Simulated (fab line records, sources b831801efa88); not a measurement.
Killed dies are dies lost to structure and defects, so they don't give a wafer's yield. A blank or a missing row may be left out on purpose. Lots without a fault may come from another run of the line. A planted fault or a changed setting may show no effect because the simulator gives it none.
One fault seen from 2 desks | flow sky130 | each desk has only its own numbers; what lay behind them comes last

THE METROLOGY DESK
What the gauges read, lot by lot, whatever tool the lot ran on: means of the sampled wafers that have a number. A lot is out of limits, marked OUT, if its mean lies more than 4 standard deviations from the usual mean; the brackets give that distance.
Columns: A = CONTACT_W_RS at SKY_CONTACT_RS_MEAS_25, usual 0.337 ohm/sq
lot  | first seen here | A
L320 | day 31 19:59    | 0.336
L321 | day 32 00:19    | 0.340
L325 | day 32 21:55    | 0.339
L326 | day 33 06:41    | 0.344
L327 | day 34 03:09    | 0.338
L328 | day 34 03:32    | 0.336
L330 | day 34 14:07    | 0.339
L336 | day 36 15:52    | 0.335
L337 | day 37 02:03    | 0.337
L338 | day 37 03:02    | 0.338
L339 | day 37 11:59    | 0.339
L342 | day 38 09:35    | 0.333
L343 | day 39 00:43    | 0.335
This desk's finding: nothing out of limits on any of the 13 lots.

THE TOOL OWNER'S DESK: wet_bench-02
The tool's own readings at SKY_FIELD_ISO_WET_ETCH_30 (etches SiO2 in dHF, target depth 25 nm, time 50 s): means of the sampled wafers that have a number, for each lot that ran on this tool. A lot is out of limits, marked OUT, if its mean lies more than 4 standard deviations from the usual mean; the brackets give that distance.
Columns: A = run_length_s at SKY_FIELD_ISO_WET_ETCH_30, usual 80 s
lot  | first seen here | A
L326 | day 3 19:02     | 85
L330 | day 4 16:32     | 75
L336 | day 6 01:26     | 60 (-5.6) OUT
L337 | day 6 04:32     | 62 (-5.0) OUT
This desk's finding: out of limits on L336, L337; first on L336, day 6 01:26 (run_length_s at SKY_FIELD_ISO_WET_ETCH_30). In limits: L326, L330.

PUT TOGETHER
The tool owner's desk could have raised an alarm at day 6 01:26, on L336, L337.
The metrology desk saw nothing out of limits.
The metrology desk has L336, L337 on record, within its limits.
Of the lots named, all ran SKY_FIELD_ISO_WET_ETCH_30 on wet_bench-02.

WHAT THE SIMULATOR HAD PUT IN
Process parameter drift: wet_bench-02, from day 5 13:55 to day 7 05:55, at SKY_FIELD_ISO_WET_ETCH_30. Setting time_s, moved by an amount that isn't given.
Lots struck among those shown: L336, L337.
Hours from the fault's start to each desk's first reading out of limits: the tool owner's desk, 12.
